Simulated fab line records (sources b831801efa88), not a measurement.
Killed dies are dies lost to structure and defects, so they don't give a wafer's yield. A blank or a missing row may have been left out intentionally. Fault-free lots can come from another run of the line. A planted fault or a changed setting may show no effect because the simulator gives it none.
Which tool was responsible? + flow gf180mcu + Sampling: 14 lots, 40 wafers, 4 of 602 route steps

WHAT THE GAUGES SHOWED, per wafer
GF_M1_CD_MEAS_14: target cd 230 nm. Usual: cdNm reads 229.4 nm (standard deviation 1.3).
| lot  | measured     | on       | cdNm (nm)         | flag |
|------|--------------|----------|-------------------|------|
| L699 | day 17 04:10 | cdSem-01 | 231.7 232.3       |      |
| L700 | day 17 12:14 | cdSem-01 | 230.0 229.1 229.8 |      |
| L701 | day 17 23:57 | cdSem-01 | 229.3 230.3 230.5 |      |
| L702 | day 18 04:44 | cdSem-01 | 227.6 227.3 227.9 |      |
| L703 | day 18 13:31 | cdSem-01 | 227.8 228.5 228.4 |      |
| L704 | day 18 23:17 | cdSem-02 | 229.8 229.0 227.6 |      |
| L705 | day 19 11:19 | cdSem-01 | 231.8 232.1 231.5 |      |
| L707 | day 20 02:26 | cdSem-02 | 230.1 229.4 229.4 |      |
| L711 | day 21 17:34 | cdSem-02 | 230.1 231.3 229.5 |      |
| L717 | day 23 15:53 | cdSem-01 | 227.2 226.3 227.3 |      |
| L718 | day 23 22:34 | cdSem-02 | 229.4 229.5 230.2 |      |
| L720 | day 24 10:57 | cdSem-02 | 229.0 229.0 229.4 |      |
| L721 | day 24 21:31 | cdSem-01 | 230.7 229.9       |      |
| L722 | day 25 04:16 | cdSem-01 | 229.3 228.4 229.6 |      |

WHAT TOOL EACH LOT RAN ON (gives the tool, then ch and the chambers of the sampled wafers, and finally the start)
| lot  | GF_VT_IMPLANT_STRIP_31              | GF_CONTACT_SPUTTER_22       | GF_M1_SPUTTER_04            |
|------|-------------------------------------|-----------------------------|-----------------------------|
| L699 | plasmaAsher-04 ch 0,1, day 6 21:07  | pvdSputter-02, day 16 04:59 | pvdSputter-04, day 16 05:50 |
| L700 | plasmaAsher-04 ch 0,1, day 7 03:43  | pvdSputter-01, day 16 13:40 | pvdSputter-01, day 16 14:32 |
| L701 | plasmaAsher-03 ch 0,1, day 7 11:12  | pvdSputter-03, day 17 00:58 | pvdSputter-04, day 17 01:50 |
| L702 | plasmaAsher-03 ch 1, day 7 17:33    | pvdSputter-02, day 17 05:46 | pvdSputter-04, day 17 06:38 |
| L703 | plasmaAsher-02 ch 0,1, day 8 02:34  | pvdSputter-02, day 17 13:58 | pvdSputter-04, day 17 14:49 |
| L704 | plasmaAsher-04 ch 0,1, day 8 05:57  | pvdSputter-01, day 17 22:31 | pvdSputter-01, day 17 23:23 |
| L705 | plasmaAsher-04 ch 0,1, day 8 13:03  | pvdSputter-02, day 18 09:37 | pvdSputter-01, day 18 10:42 |
| L707 | plasmaAsher-04 ch 0,1, day 9 00:12  | pvdSputter-01, day 19 02:01 | pvdSputter-02, day 19 02:53 |
| L711 | plasmaAsher-04 ch 0,1, day 10 04:57 | pvdSputter-01, day 20 16:31 | pvdSputter-02, day 20 17:23 |
| L717 | plasmaAsher-02 ch 0,1, day 11 21:00 | pvdSputter-01, day 22 15:32 | pvdSputter-04, day 22 16:23 |
| L718 | plasmaAsher-02 ch 0, day 12 00:48   | pvdSputter-02, day 22 22:23 | pvdSputter-04, day 22 23:14 |
| L720 | plasmaAsher-04 ch 0,1, day 12 13:09 | pvdSputter-03, day 23 11:16 | pvdSputter-01, day 23 12:07 |
| L721 | plasmaAsher-04 ch 1, day 12 20:38   | pvdSputter-03, day 23 22:49 | pvdSputter-04, day 23 23:41 |
| L722 | plasmaAsher-03 ch 0,1, day 13 04:12 | pvdSputter-03, day 24 04:34 | pvdSputter-01, day 24 05:26 |
- GF_VT_IMPLANT_STRIP_31: strips in O2/N2.
- GF_CONTACT_SPUTTER_22: material Ti, target thk 15 nm, time 80.02 s.
- GF_M1_SPUTTER_04: material TiN, target thk 50 nm, time 41.7 s.

WHAT THE TOOLS THEMSELVES READ (means of the sampled wafers that have a number; where no wafer has one, the mark that the record gives instead)
GF_VT_IMPLANT_STRIP_31. Usual: chamberPressureMTorr 1500.0 mTorr, standard deviation 1.4; drypumpMotorCurrentA 5.6 A, standard deviation 0.35; heaterPowerW 329 W, standard deviation 51; o2FlowSccm 2999 sccm, standard deviation 8.8; oesProductAu 0.716 a.u., standard deviation 0.0047; stripTimeToEndpointS 12.63 s, standard deviation 0.032.
| lot  | tool           | chamberPressureMTorr (mTorr) | drypumpMotorCurrentA (A) | heaterPowerW (W) | o2FlowSccm (sccm) | oesProductAu (a.u.) | stripTimeToEndpointS (s) | flag |
|------|----------------|------------------------------|--------------------------|------------------|-------------------|---------------------|--------------------------|------|
| L699 | plasmaAsher-04 | 1498.2                       | 5.3                      | 308              | 3000              | 0.711               | 12.62                    |      |
| L700 | plasmaAsher-04 | 1501.7                       | 5.3                      | 299              | 3003              | 0.717               | 12.61                    |      |
| L701 | plasmaAsher-03 | 1501.0                       | 5.6                      | 314              | 3007              | 0.718               | 12.64                    |      |
| L702 | plasmaAsher-03 | 1501.1                       | 5.4                      | 257              | 2994              | 0.721               | 12.58                    |      |
| L703 | plasmaAsher-02 | 1499.3                       | 5.9                      | 353              | 2989              | 0.715               | 12.63                    |      |
| L704 | plasmaAsher-04 | 1498.9                       | 5.4                      | 312              | 2997              | 0.720               | 12.65                    |      |
| L705 | plasmaAsher-04 | 1500.5                       | 5.4                      | 306              | 2996              | 0.716               | 12.66                    |      |
| L707 | plasmaAsher-04 | 1800.5                       | 5.3                      | 295              | 2999              | 0.740               | 12.16                    | OFF  |
| L711 | plasmaAsher-04 | 1799.0                       | 5.4                      | 307              | 2996              | 0.740               | 12.15                    | OFF  |
| L717 | plasmaAsher-02 | 1499.2                       | 5.9                      | 352              | 3002              | 0.718               | 12.67                    |      |
| L718 | plasmaAsher-02 | 1500.1                       | 6.3                      | 360              | 3004              | 0.709               | 12.60                    |      |
| L720 | plasmaAsher-04 | 1499.9                       | 5.4                      | 313              | 3007              | 0.719               | 12.66                    |      |
| L721 | plasmaAsher-04 | 1500.0                       | 5.2                      | 282              | 3006              | 0.714               | 12.61                    |      |
| L722 | plasmaAsher-03 | 1499.2                       | 5.8                      | 365              | 3000              | 0.718               | 12.63                    |      |

GF_CONTACT_SPUTTER_22. Usual: throttleValvePct reads 29.5 % (standard deviation 1).
| lot  | tool          | throttleValvePct (%) | flag |
|------|---------------|----------------------|------|
| L699 | pvdSputter-02 | 29.7                 |      |
| L700 | pvdSputter-01 | 29.2                 |      |
| L701 | pvdSputter-03 | 30.2                 |      |
| L702 | pvdSputter-02 | 29.3                 |      |
| L703 | pvdSputter-02 | 29.3                 |      |
| L704 | pvdSputter-01 | 27.7                 |      |
| L705 | pvdSputter-02 | 29.2                 |      |
| L707 | pvdSputter-01 | 30.2                 |      |
| L711 | pvdSputter-01 | 28.8                 |      |
| L717 | pvdSputter-01 | 30.5                 |      |
| L718 | pvdSputter-02 | 29.3                 |      |
| L720 | pvdSputter-03 | 30.0                 |      |
| L721 | pvdSputter-03 | 30.4                 |      |
| L722 | pvdSputter-03 | 30.0                 |      |

GF_M1_SPUTTER_04. Usual: throttleValvePct reads 30.3 % (standard deviation 1.4).
| lot  | tool          | throttleValvePct (%) | flag |
|------|---------------|----------------------|------|
| L699 | pvdSputter-04 | 30.3                 |      |
| L700 | pvdSputter-01 | 29.9                 |      |
| L701 | pvdSputter-04 | 30.4                 |      |
| L702 | pvdSputter-04 | 30.6                 |      |
| L703 | pvdSputter-04 | 30.9                 |      |
| L704 | pvdSputter-01 | 30.9                 |      |
| L705 | pvdSputter-01 | 30.8                 |      |
| L707 | pvdSputter-02 | 29.3                 |      |
| L711 | pvdSputter-02 | 29.5                 |      |
| L717 | pvdSputter-04 | 31.0                 |      |
| L718 | pvdSputter-04 | 30.3                 |      |
| L720 | pvdSputter-01 | 29.8                 |      |
| L721 | pvdSputter-04 | 30.6                 |      |
| L722 | pvdSputter-01 | 29.9                 |      |

THE ANSWER, worked out from the rows above alone
Rule: lot off if the mean of its wafers having a number is beyond 3 standard deviations from the usual mean. A lot without any number at a reading at which 4 lots or more have one is off too. The other lots that the step has rows for count as sound. Order of review: gauges by route order, followed by the tools' own readings, for which a lot's mean as printed above is used. The first step at which some lot is off is used, and at that step the reading that is off furthest; a lot without a number counts as furthest.
Off at GF_VT_IMPLANT_STRIP_31 (chamberPressureMTorr): L707, L711.
If a tool, at that step or one of the process steps before it, ran each lot that is off and ran no sound lot following the first of them, it fits. Not one of the candidates tried fits.

WHAT WAS PUT IN BY THE SIMULATOR
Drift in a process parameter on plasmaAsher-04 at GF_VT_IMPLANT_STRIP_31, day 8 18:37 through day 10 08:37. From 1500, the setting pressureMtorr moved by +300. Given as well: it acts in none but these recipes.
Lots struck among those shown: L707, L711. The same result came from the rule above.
